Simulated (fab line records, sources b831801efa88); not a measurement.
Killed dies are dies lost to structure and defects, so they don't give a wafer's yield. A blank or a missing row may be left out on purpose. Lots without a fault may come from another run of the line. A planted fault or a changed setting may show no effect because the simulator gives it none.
Which tool did it? | flow sky130 | 13 lots, 36 wafers sampled, at 3 steps of a route of 708

WHAT THE GAUGES READ, wafer by wafer
SKY_VT_ADJUST_NCORE_TW_MEAS_11.
lot  | measured     | on            | VT_ADJUST_NCORE_TW
L128 | day 8 23:50  | film_metro-02 | 218.0 217.1 215.9
L129 | day 9 02:59  | film_metro-01 | 220.7 221.0 220.9
L130 | day 9 03:19  | film_metro-02 | 216.5 217.4 217.1
L133 | day 9 22:48  | film_metro-02 | 218.5 217.8 218.0
L134 | day 10 06:22 | film_metro-02 | 216.5 217.6 215.9
L136 | day 10 18:46 | film_metro-01 | 221.3 220.3 220.7
L138 | day 11 23:04 | film_metro-02 | 216.9 216.5 216.9
L143 | day 13 03:23 | film_metro-02 | 216.1 215.2 217.0
L145 | day 13 14:23 | film_metro-02 | 215.7 216.3
L146 | day 13 23:47 | film_metro-01 | 220.1 219.0
L147 | day 14 06:23 | film_metro-02 | 217.6 217.2
L149 | day 14 17:17 | film_metro-02 | 216.6 217.5 214.9
L150 | day 15 00:19 | film_metro-03 | 219.5 218.8 219.8

SKY_SONOS_ONO_THK_MEAS_05.
lot  | measured     | on            | SONOS_ONO_CVD_04_THK (nm)
L128 | day 12 01:38 | film_metro-03 | 5.69 5.69 5.76
L129 | day 12 05:38 | film_metro-01 | 5.73 5.77 5.73
L130 | day 12 05:40 | film_metro-03 | 5.73 5.68 5.75
L133 | day 13 10:17 | film_metro-03 | 5.65 5.81 5.67
L134 | day 13 12:10 | film_metro-03 | 5.84 5.72 5.73
L136 | day 14 00:29 | film_metro-03 | 5.87 5.78 5.75
L138 | day 15 07:47 | film_metro-01 | 5.54 5.59 5.54
L143 | day 16 19:19 | film_metro-03 | 6.02 6.00 5.96
L145 | day 17 06:15 | film_metro-01 | 5.87 5.76
L146 | day 17 19:28 | film_metro-01 | 5.62 5.75
L147 | day 18 03:35 | film_metro-02 | 5.92 6.06
L149 | day 18 17:02 | film_metro-02 | 5.78 5.88 5.83
L150 | day 18 19:50 | film_metro-01 | 5.91 5.90 5.84

SKY_SONOS_ONO_OVL_MEAS_14.
lot  | measured     | on         | SONOS_ONO_OVL (nm)
L128 | day 13 01:34 | overlay-01 | -1.3 1.7 0.2
L129 | day 13 06:10 | overlay-01 | -1.2 -1.8 -1.1
L130 | day 13 06:25 | overlay-01 | -0.8 0.4 0.3
L133 | day 14 12:34 | overlay-02 | 0.9 0.6 1.9
L134 | day 14 13:54 | overlay-01 | 0.7 0.7 1.4
L136 | day 15 02:52 | overlay-02 | 0.0 2.2 0.7
L138 | day 16 11:49 | overlay-01 | -3.6 -2.8 -3.4
L143 | day 18 00:39 | overlay-01 | -0.8 -1.2 0.8
L145 | day 18 11:27 | overlay-01 | -1.6 1.6
L146 | day 19 00:17 | overlay-01 | -0.8 -1.4
L147 | day 19 09:35 | overlay-02 | -0.7 -1.1
L149 | day 19 23:31 | overlay-02 | -1.5 0.5 -0.8
L150 | day 20 02:09 | overlay-02 | 0.3 -1.1 -1.9

WHICH TOOL RAN EACH LOT (tool, then ch and the chambers of the sampled wafers, then the start)
The record holds no process step before these readings.

WHAT THE TOOLS THEMSELVES READ (means of the sampled wafers that have a number; where no wafer has one, the mark that the record gives instead)
The record holds no such reading with a usual standard deviation.

THE ANSWER, worked out from the rows above alone
Rule: what is usual is taken from the lots themselves. Put in order of their means at a reading, lots are off if they are a third of the lots or fewer, leave a main group of 4 or more, and stand apart from it by a gap of 3 or more times the standard deviation of the main group's means; of several such gaps the widest counts. A main group whose means are all the same, to the digits that the tables above print for the reading, isn't used. A lot without any number at a reading at which 4 lots or more have one is off too. The other lots that the step has rows for count as sound. The gauges are gone through in route order, then the tools' own readings, and for those a lot's mean is taken as printed above. The first step at which some lot is off is used, and at that step the reading that is off furthest; a lot without a number counts as furthest.
No lot is off at any reading shown: from this, nothing can be told.

WHAT THE SIMULATOR HAD PUT IN
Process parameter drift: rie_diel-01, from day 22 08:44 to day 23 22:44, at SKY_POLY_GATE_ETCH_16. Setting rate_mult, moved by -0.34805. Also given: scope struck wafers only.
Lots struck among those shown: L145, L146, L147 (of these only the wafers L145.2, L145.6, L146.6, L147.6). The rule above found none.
